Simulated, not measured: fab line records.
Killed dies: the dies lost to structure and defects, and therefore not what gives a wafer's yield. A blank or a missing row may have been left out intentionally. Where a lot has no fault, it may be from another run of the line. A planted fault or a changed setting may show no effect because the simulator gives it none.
fab line records	flow sky130
record: lots: 11	wafers: 33	lastDay: 51
route steps=708 shown FIELD_ISO@26 NWELL@81 VT_ADJUST_LVTN@117 VT_ADJUST_NCORE@123 PAD_OPEN@708
lots that met no fault: from a run of the same line without faults
startH: the number of hours between the record's first day and the start of the first shown wafer of the lot	waitH: hours since the lot's step before	" the same as in the row above	L1.1+2: several wafers, shown together as one row	- no value, or no start given	* or withheld: withheld	< > ~ a bound
route shown NAME@n: a module of which the file shows steps, and the number in the route of the first	usual: mean/standard deviation of fault-free wafers	same: alike in all rows	chamber/n: place in a boat	sites: per-site readings	_std_site: their standard deviation	_edge_site: the outer-site mean with the inner-site mean subtracted	radiusMm: how far each site lies from the wafer's centre	mask NAME#n: copy n	behind: the most recent tool/chamber to have shaped the wafer	hold: what put the lot on hold/how long, in hours/how the hold closed	device: names the non-switching transistor (n, p or np)	end of line: tests run on the same wafers once the route is complete	a step with no rows: only its recipe	killed: the dies lost at the first sort to structure and to defects; this is not the yield of the wafer	map: the dies of a wafer, with x for killed, . for not killed, _ for no die there
set.NAME: the setting the step ran with; set.NAME@STEP: the setting that earlier step ran with	model.NAME: the simulator's own value behind a step, which no gauge read
a sample of lots followed through the steps of the route, with each step as a table and each wafer as a row
services: a tool's chamber out of use, with start hour (startH, from the record's first day; less than 0 if before it), hours out, and reason
== steps ==
step: SKY_FIELD_ISO_THK_MEAS_25
recipe: reads: SiO2_of_FIELD_ISO_CVD_24
usual: FIELD_ISO_CVD_24_THK: 592/5.1
lot.wafer	tool	chamber	startH	waitH	FIELD_ISO_CVD_24_THK[nm]
L696.2	filmMetro-03	-	30.04	0.0	588
L696.3	"	-	"	"	589
L696.6	"	-	"	"	588
L698.1	filmMetro-02	-	43.07	0.0	599
L698.2	"	-	"	"	599
L698.5	"	-	"	"	599
L704.3	filmMetro-03	-	73.25	0.1	593
L704.5	"	-	"	"	590
L704.6	"	-	"	"	597
L705.1	filmMetro-03	-	78.69	0.0	591
L705.3	"	-	"	"	598
L705.5	"	-	"	"	601
L706.1	filmMetro-04	-	84.29	0.0	584
L706.3	"	-	"	"	589
L706.5	"	-	"	"	594
L707.1	filmMetro-02	-	90.09	0.0	590
L707.2	"	-	"	"	593
L707.4	"	-	"	"	582
L708.1	filmMetro-04	-	95.68	0.0	599
L708.3	"	-	"	"	593
L708.6	"	-	"	"	594
L709.2	filmMetro-02	-	100.54	0.0	589
L709.4	"	-	"	"	592
L709.6	"	-	"	"	597
L710.2	filmMetro-02	-	104.53	0.0	593
L710.3	"	-	"	"	590
L710.6	"	-	"	"	594
L718.1	filmMetro-04	-	162.94	0.0	586
L718.2	"	-	"	"	586
L718.6	"	-	"	"	581
L719.1	filmMetro-03	-	162.94	0.0	601
L719.4	"	-	"	"	589
L719.5	"	-	"	"	587
step: SKY_NWELL_RTA_28
recipe: tempC: 1050	timeS: 30	idleTempC: 650	rampUpCPerS: 150	rampDownCPerS: 90	ambient: N2
usual: lampPowerPct: 25.30/0.054	wafer_temp_C_max: 1054.8/1
lot.wafer	tool	chamber	startH	waitH	lampPowerPct	wafer_temp_C_max
L696.2	rtpAnneal-02	0	101.78	0.0	25.23	1054.5
L696.3	"	0	"	"	25.28	1054.2
L696.6	"	0	"	"	25.31	1055.8
L698.1	rtpAnneal-02	0	117.81	0.0	25.38	1054.4
L698.2	"	0	"	"	25.22	1054.9
L698.5	"	0	"	"	25.33	1053.9
L704.3	rtpAnneal-02	0	148.76	0.0	25.24	1056.3
L704.5	"	0	"	"	25.34	1055.1
L704.6	"	0	"	"	25.27	1055.5
L705.1	rtpAnneal-01	0	158.33	0.0	25.38	1054.6
L705.3	"	0	"	"	25.28	1055.6
L705.5	"	0	"	"	25.30	1054.8
L706.1	rtpAnneal-02	0	164.83	0.0	25.19	1054.7
L706.3	"	0	"	"	25.32	1055.1
L706.5	"	0	"	"	25.29	1055.6
L707.1	rtpAnneal-01	0	174.53	0.0	25.39	1054.0
L707.2	"	0	"	"	25.29	1053.8
L707.4	"	0	"	"	25.31	1054.7
L708.1	rtpAnneal-02	0	175.66	0.0	25.38	1054.1
L708.3	"	0	"	"	25.25	1055.8
L708.6	"	0	"	"	25.28	1054.4
L709.2	rtpAnneal-01	0	181.13	0.0	25.36	1053.9
L709.4	"	0	"	"	25.36	1054.2
L709.6	"	0	"	"	25.25	1053.4
L710.2	rtpAnneal-02	0	185.73	0.0	25.23	1054.7
L710.3	"	0	"	"	25.22	1053.9
L710.6	"	0	"	"	25.27	1053.9
L719.1	rtpAnneal-02	0	257.72	0.0	25.28	1056.5
L719.4	"	0	"	"	25.34	1054.9
L719.5	"	0	"	"	25.44	1053.5
L718.1	rtpAnneal-02	0	258.07	0.0	25.27	1052.0
L718.2	"	0	"	"	25.36	1057.2
L718.6	"	0	"	"	25.29	1054.9
step: SKY_VT_ADJUST_LVTN_STRIP_20
recipe: chemistry: O2/N2	powerW: 1400	pressureMtorr: 1500	platenTempC: withheld	o2FlowSccm: 3000	n2FlowSccm: 300	overashFraction: 0.5
usual: drypumpMotorCurrentA: 5.7/0.5	oesProductAu: 0.716/0.0042	stripTimeToEndpointS: 14.17/0.041
lot.wafer	tool	chamber	startH	waitH	drypumpMotorCurrentA	oesProductAu	rfHoursCounterH	stripTimeToEndpointS
L696.2	plasmaAsher-03	0	157.70	0.1	5.5	0.714	44	14.24
L696.3	"	1	"	"	6.4	0.708	-	14.22
L696.6	"	0	"	"	5.4	0.710	-	14.25
L698.1	plasmaAsher-02	1	175.37	0.1	6.2	0.723	36	14.15
L698.2	"	0	"	"	6.1	0.720	36	14.15
L698.5	"	0	"	"	6.1	0.712	-	14.11
L704.3	plasmaAsher-04	0	212.28	0.1	5.1	0.713	-	14.19
L704.5	"	1	"	"	5.6	0.718	-	14.22
L704.6	"	0	"	"	5.1	0.719	-	14.18
L705.1	plasmaAsher-04	0	220.90	0.1	5.1	0.716	10	14.17
L705.3	"	1	"	"	5.6	0.717	-	14.16
L705.5	"	0	"	"	5.1	0.711	-	14.20
L706.1	plasmaAsher-04	1	229.56	0.1	5.6	0.714	11	14.24
L706.3	"	1	"	"	5.6	0.718	-	14.22
L706.5	"	1	"	"	5.6	0.716	-	14.27
L707.1	plasmaAsher-04	0	239.40	0.1	5.0	0.722	12	14.20
L707.2	"	1	"	"	5.6	0.711	12	14.20
L707.4	"	1	"	"	5.6	0.716	-	14.21
L708.1	plasmaAsher-04	1	240.90	0.1	5.6	0.717	12	14.12
L708.3	"	1	"	"	5.6	0.718	-	14.18
L708.6	"	0	"	"	5.1	0.717	-	14.13
L709.2	plasmaAsher-04	0	249.25	0.1	5.1	0.711	13	14.19
L709.4	"	1	"	"	5.6	0.709	-	14.21
L709.6	"	1	"	"	5.6	0.710	-	14.15
L710.2	plasmaAsher-03	1	252.16	0.1	6.4	0.713	54	14.25
L710.3	"	0	"	"	5.5	0.715	-	14.26
L710.6	"	1	"	"	6.4	0.719	-	14.23
L719.1	plasmaAsher-03	1	335.31	0.1	6.4	0.718	62	14.12
L719.4	"	0	"	"	5.5	0.725	-	14.09
L719.5	"	1	"	"	6.4	0.717	-	14.10
L718.1	plasmaAsher-02	0	335.90	0.1	6.1	0.711	51	14.12
L718.2	"	1	"	"	6.3	0.715	51	14.17
L718.6	"	1	"	"	6.3	0.715	-	14.15
step: SKY_VT_ADJUST_NCORE_EXPOSE_04
recipe: maskId: LVTN_COMPLEMENT_THIN	na: 0.6	sourceShape: conventional	sigmaOuter: 0.6	polarization: unpolarized	targetCdNm: 380	doseMj: 139
usual: focusOffsetNm: 0.1/0.52	stageVelMmS: 500.04/0.26
lot.wafer	tool	chamber	startH	waitH	mask	focusOffsetNm	stageVelMmS
L696.2	ilineStepper-02	0	167.98	-	LVTN_COMPLEMENT_THIN#0	0.7	500.42
L696.3	"	0	"	"	LVTN_COMPLEMENT_THIN#0	0.3	499.89
L696.6	"	0	"	"	LVTN_COMPLEMENT_THIN#0	0.0	500.21
L698.1	ilineStepper-02	0	185.87	-	LVTN_COMPLEMENT_THIN#0	-0.3	500.37
L698.2	"	0	"	"	LVTN_COMPLEMENT_THIN#0	0.4	500.37
L698.5	"	0	"	"	LVTN_COMPLEMENT_THIN#0	-0.4	500.40
L704.3	ilineStepper-02	0	223.50	-	LVTN_COMPLEMENT_THIN#0	-0.2	500.31
L704.5	"	0	"	"	LVTN_COMPLEMENT_THIN#0	-0.6	500.14
L704.6	"	0	"	"	LVTN_COMPLEMENT_THIN#0	-0.6	499.85
L705.1	ilineStepper-02	0	232.08	-	LVTN_COMPLEMENT_THIN#0	0.3	499.78
L705.3	"	0	"	"	LVTN_COMPLEMENT_THIN#0	0.7	499.88
L705.5	"	0	"	"	LVTN_COMPLEMENT_THIN#0	0.3	499.42
L706.1	ilineStepper-01	0	241.14	-	LVTN_COMPLEMENT_THIN#0	0.3	499.99
L706.3	"	0	"	"	LVTN_COMPLEMENT_THIN#0	0.2	500.20
L706.5	"	0	"	"	LVTN_COMPLEMENT_THIN#0	-0.2	499.98
L707.1	ilineStepper-02	0	251.80	-	LVTN_COMPLEMENT_THIN#0	-0.5	499.52
L707.2	"	0	"	"	LVTN_COMPLEMENT_THIN#0	0.0	499.51
L707.4	"	0	"	"	LVTN_COMPLEMENT_THIN#0	-0.2	499.58
L708.1	ilineStepper-02	0	252.98	-	LVTN_COMPLEMENT_THIN#0	0.2	499.75
L708.3	"	0	"	"	LVTN_COMPLEMENT_THIN#0	0.4	500.02
L708.6	"	0	"	"	LVTN_COMPLEMENT_THIN#0	-0.1	499.64
L709.2	ilineStepper-02	0	261.63	-	LVTN_COMPLEMENT_THIN#0	0.6	499.84
L709.4	"	0	"	"	LVTN_COMPLEMENT_THIN#0	0.4	499.95
L709.6	"	0	"	"	LVTN_COMPLEMENT_THIN#0	1.0	499.87
L710.2	ilineStepper-02	0	264.34	-	LVTN_COMPLEMENT_THIN#0	0.3	500.41
L710.3	"	0	"	"	LVTN_COMPLEMENT_THIN#0	0.2	500.33
L710.6	"	0	"	"	LVTN_COMPLEMENT_THIN#0	0.2	500.28
L719.1	ilineStepper-01	0	348.66	-	LVTN_COMPLEMENT_THIN#0	0.5	500.37
L719.4	"	0	"	"	LVTN_COMPLEMENT_THIN#0	0.2	500.27
L719.5	"	0	"	"	LVTN_COMPLEMENT_THIN#0	0.7	500.02
L718.1	ilineStepper-02	0	349.44	-	LVTN_COMPLEMENT_THIN#0	-0.6	500.02
L718.2	"	0	"	"	LVTN_COMPLEMENT_THIN#0	-0.4	500.19
L718.6	"	0	"	"	LVTN_COMPLEMENT_THIN#0	0.3	500.19
step: SKY_VT_ADJUST_NCORE_OVL_MEAS_08
usual: VT_ADJUST_NCORE_OVL: 0.0/1.6
lot.wafer	tool	chamber	startH	waitH	VT_ADJUST_NCORE_OVL[nm]
L696.2	overlay-02	-	177.41	0.1	0.0
L696.3	"	-	"	"	0.9
L696.6	"	-	"	"	1.0
L698.1	overlay-02	-	195.60	0.1	0.2
L698.2	"	-	"	"	-0.5
L698.5	"	-	"	"	-0.3
L704.3	overlay-02	-	234.72	0.1	0.4
L704.5	"	-	"	"	3.3
L704.6	"	-	"	"	-1.2
L705.1	overlay-01	-	242.85	0.1	-2.9
L705.3	"	-	"	"	-2.3
L705.5	"	-	"	"	-1.7
L706.1	overlay-01	-	253.40	0.1	-1.2
L706.3	"	-	"	"	0.4
L706.5	"	-	"	"	-1.7
L707.1	overlay-02	-	263.84	0.1	-2.0
L707.2	"	-	"	"	-0.8
L707.4	"	-	"	"	-2.9
L708.1	overlay-01	-	264.74	0.1	-1.3
L708.3	"	-	"	"	-3.1
L708.6	"	-	"	"	-0.5
L709.2	overlay-02	-	273.99	0.1	-124.1
L709.4	"	-	"	"	-123.0
L709.6	"	-	"	"	-123.7
L710.2	overlay-01	-	276.51	0.1	-124.2
L710.3	"	-	"	"	-122.5
L710.6	"	-	"	"	-123.1
L719.1	overlay-01	-	362.83	0.1	1.8
L719.4	"	-	"	"	1.8
L719.5	"	-	"	"	0.1
L718.1	overlay-01	-	363.34	0.1	-126.1
L718.2	"	-	"	"	-124.2
L718.6	"	-	"	"	-123.7
step: SKY_PAD_OPEN_PROBE_99
usual: killed_at_M0_to_M3: 45/6.9	killed_at_M4_up: 3.2/1.8	killedAtContacts: 25/5.3	killedAtFrontEnd: 16/4.3	killedAtOther: 0.2/0.52	killedDies: 88/8.7	killedOpen: 48/6.5	killedShort: 40/6
same: grossDies: 492	killedAtBackSide: 0
lot.wafer	tool	chamber	startH	waitH	killed_at_M0_to_M3	killed_at_M4_up	killedAtContacts	killedAtFrontEnd	killedAtOther	killedDies	killedOpen	killedShort
L704.3	prober-01	-	1119.09	0.2	52	6	27	23	0	108	61	47
L704.5	prober-01	-	1119.19	0.2	52	7	24	25	0	108	59	49
L704.6	prober-01	-	1119.24	0.2	45	4	28	20	0	97	59	38
L707.1	prober-01	-	1151.74	0.1	38	0	12	20	0	70	34	35
L707.2	prober-01	-	1151.79	0.1	46	1	19	21	0	87	55	31
L707.4	prober-01	-	1151.89	0.2	36	1	20	19	1	77	38	38
killed by level:class
L704.3 VIA1:geometricParticle:open=17 LI_CONTACT:geometricParticle:open=10 FIELD_ISO:geometricParticle:open=8 METAL1:geometricParticle:short=8 CONTACT:geometricParticle:open=7 CONTACT:geometricParticle:short=7 VIA2:geometricParticle:open=6 VIA2:geometricParticle:short=5
L704.5 VIA1:geometricParticle:open=11 LI_CONTACT:geometricParticle:open=11 VIA3:geometricParticle:open=7 FIELD_ISO:geometricParticle:open=6 FIELD_ISO:geometricParticle:short=6 POLY_GATE:geometricParticle:short=6 METAL2:geometricParticle:open=6 METAL1:geometricParticle:short=5
L704.6 LI_CONTACT:geometricParticle:open=12 VIA2:geometricParticle:open=10 FIELD_ISO:geometricParticle:open=9 CONTACT:geometricParticle:open=7 VIA1:geometricParticle:open=7 METAL1:geometricParticle:short=6 FIELD_ISO:geometricParticle:short=5 VIA3:geometricParticle:open=5
L707.1 METAL2:geometricParticle:short=8 VIA3:geometricParticle:open=8 POLY_GATE:geometricParticle:short=6 POLY_GATE:geometricParticle:open=5 LI_CONTACT:geometricParticle:open=5 VIA1:geometricParticle:open=5 METAL1:geometricParticle:short=4 FIELD_ISO:geometricParticle:short=3
L707.2 VIA1:geometricParticle:open=12 VIA3:geometricParticle:open=11 LI_CONTACT:geometricParticle:open=6 CONTACT:geometricParticle:open=6 VIA2:geometricParticle:open=6 FIELD_ISO:geometricParticle:open=5 SPACER:geometricParticle:short=4 METAL1:geometricParticle:short=4
L707.4 METAL1:geometricParticle:short=10 LI_CONTACT:geometricParticle:open=9 VIA1:geometricParticle:short=6 VIA1:geometricParticle:open=6 FIELD_ISO:geometricParticle:open=5 POLY_GATE:geometricParticle:short=4 CONTACT:geometricParticle:open=4 POLY_GATE:geometricParticle:open=3
== services ==
tool	chamber	startH	hours	kind
ilineStepper-01	-	96.10	1.7	pm
ilineStepper-01	0	96.84	-	calibration
plasmaAsher-04	-	108.75	9.0	pm
plasmaAsher-04	0	108.75	9.0	ventCycle
plasmaAsher-04	1	108.75	9.0	ventCycle
plasmaAsher-04	0	117.75	-	clean
plasmaAsher-04	1	117.75	-	clean
ilineStepper-02	-	132.33	2.1	pm
plasmaAsher-04	-	133.37	2.8	pm
ilineStepper-02	-	134.42	-	consumableReplace:lamp
ilineStepper-02	-	134.42	1.7	pm
ilineStepper-02	-	196.11	2.3	repair
rtpAnneal-01	-	196.69	92.2	pm
ilineStepper-02	0	215.20	-	calibration
plasmaAsher-02	-	241.67	2.8	pm
plasmaAsher-04	-	259.26	4.3	repair
plasmaAsher-02	-	276.93	1.6	repair
plasmaAsher-02	-	283.88	7.5	repair
ilineStepper-02	-	284.12	9.1	repair
rtpAnneal-01	-	312.45	3.2	pm
plasmaAsher-03	-	312.53	0.6	repair
ilineStepper-01	-	314.32	1.7	pm
rtpAnneal-02	-	337.79	4.6	pm
plasmaAsher-04	-	348.37	1.6	repair
== key ==
firstSign: step: SKY_VT_ADJUST_NCORE_OVL_MEAS_08	reading: VT_ADJUST_NCORE_OVL	direction: down	sigmas: 80	usual: 0.0	struck: -123.9
effect none on later readings
metAt SKY_VT_ADJUST_NCORE_EXPOSE_04
struckLots L709,L710,L718
testerLeftOut L709,L710,L718
notActingAt SKY_FIELD_ISO_THK_MEAS_25,SKY_NWELL_RTA_28,SKY_VT_ADJUST_LVTN_STRIP_20
onsetBetween 252.98 261.63
fault: kind: scannerMatchingOverlay	tool: ilineStepper-02	chamber: -	onsetH: 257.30	steps: SKY_VT_ADJUST_NCORE_EXPOSE_04	offset: -124.35
testerLeftOut: of these lots the tester's yield and bins aren't shown, on N5 and GAA mostly nor the transistor test; their killed dies are dies lost to structure and defects alone, not to doping, threshold or leakage, so they don't give the yield
